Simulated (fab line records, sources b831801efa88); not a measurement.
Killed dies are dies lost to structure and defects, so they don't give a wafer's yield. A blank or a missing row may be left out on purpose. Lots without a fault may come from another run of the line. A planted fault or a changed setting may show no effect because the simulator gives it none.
Problem report in the 8D (eight disciplines) form, filled by code | flow sky130 | the parts of the form that need people (team, actions taken, sign-off) are left out

1. THE PROBLEM
cd_nm at SKY_METAL2_CD_MEAS_15 reads a mean of 135.2 nm on 1 wafer of 1 lot; wafers without a fault read 140.4 nm with a standard deviation of 1.3. That is -4.0 standard deviations from the usual mean.
The step: target cd 140 nm.
First seen on wafer L446.5, day 40 03:26, on cd_sem-01. The record holds 35 wafers of 12 lots with a number at this step. Rule for "out", or "out of limits": more than 4 standard deviations from the usual mean. The other wafers with a number count as sound.

2. WHAT IT IS AND WHAT IT IS NOT
question                    | is                | is not
which readings at this step | cd_nm             | -
which lots                  | L446              | L430, L431, L432, L434, L435, L436, L437, L439, L441, L443, L451
which wafers of those lots  | L446.5            | L446.6
read on which gauges        | cd_sem-01         | cd_sem-02
when                        | from day 40 03:26 | up to then (31 sound wafers); but 3 sound wafers of L451 came after

3. SUSPECTS, AND WHAT RULES EACH OUT
Counting: a tool at a process step up to the reading stays a suspect if it ran every lot that is out. Sound lots after the first of them don't rule it out here, since some wafers of a struck lot are sound.
- the gauge at SKY_METAL2_CD_MEAS_15: kept. All the wafers that are out were read on cd_sem-01, and no step on other tools shows them out.
- rie_diel-01 at SKY_VIA1_ETCH_15 (etches SiO2 in C4F8/O2/Ar, stops on TiN, target depth 351 nm, time 54 s): kept. It ran the lot that is out, L446 (day 39 01:38); its last sound lot up to then is L441 (day 38 05:36).
- cvd_w-01 at SKY_VIA1_CVD_21 (deposits W, target thk 270 nm, time 80.902 s): kept. It ran the lot that is out, L446 (day 39 02:24); its last sound lot up to then is L443 (day 38 12:04).
- litho_track-01 at SKY_METAL2_DEVELOP_14 (develop time 60 s): kept. It ran the lot that is out, L446 (day 40 03:00); its last sound lot up to then is L439 (day 38 07:00).
- Within rie_diel-01 at SKY_VIA1_ETCH_15: the wafers that are out ran in chamber 3; their sound lot-mates ran in chamber 0.
- Within cvd_w-01 at SKY_VIA1_CVD_21: the wafers that are out ran in chamber 0; their sound lot-mates ran in chamber 1.
Left after counting: rie_diel-01 at SKY_VIA1_ETCH_15, cvd_w-01 at SKY_VIA1_CVD_21, litho_track-01 at SKY_METAL2_DEVELOP_14, cd_sem-01 at SKY_METAL2_CD_MEAS_15.

4. THE CAUSE (what the simulator had put in)
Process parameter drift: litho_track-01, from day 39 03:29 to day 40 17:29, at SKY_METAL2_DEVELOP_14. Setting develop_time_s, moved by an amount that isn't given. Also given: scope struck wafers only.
Counting left 4 suspects, and this tool is among them.

5. THE CHAIN OF EFFECTS, in route order
Each row: a reading whose mean over the struck wafers that have a number lies more than 3 standard deviations from the usual. Only readings for which the record gives a usual standard deviation are gone through. hours: the time from each lot's start at the first step in this table that gives one to its start at this step, as a median over the lots. sigmas: the change in usual standard deviations.
hours | step                  | reading | usual    | on struck wafers | change | sigmas
0     | SKY_METAL2_CD_MEAS_15 | cd_nm   | 140.4 nm | 135.2            | -5.2   | -4.0
Later measuring or inspecting steps at which every struck wafer that the step has a row for has a number for every such reading, and none has moved that far: SKY_METAL2_OVL_MEAS_16.

6. WHAT WOULD HAVE CAUGHT IT SOONER
In this record the first reading out of limits at a measuring or inspecting step was taken at day 40 03:26, 24 hours after the fault began at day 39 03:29.
Of the tool readings at SKY_METAL2_DEVELOP_14 for which the record gives a usual standard deviation, none was out on any struck wafer, so an alarm limit of 4 standard deviations on them would not have fired.
All the lots that are out (1) had begun SKY_METAL2_DEVELOP_14 on litho_track-01 by day 40 03:26. A hold on the tool at that time would have spared none of them.
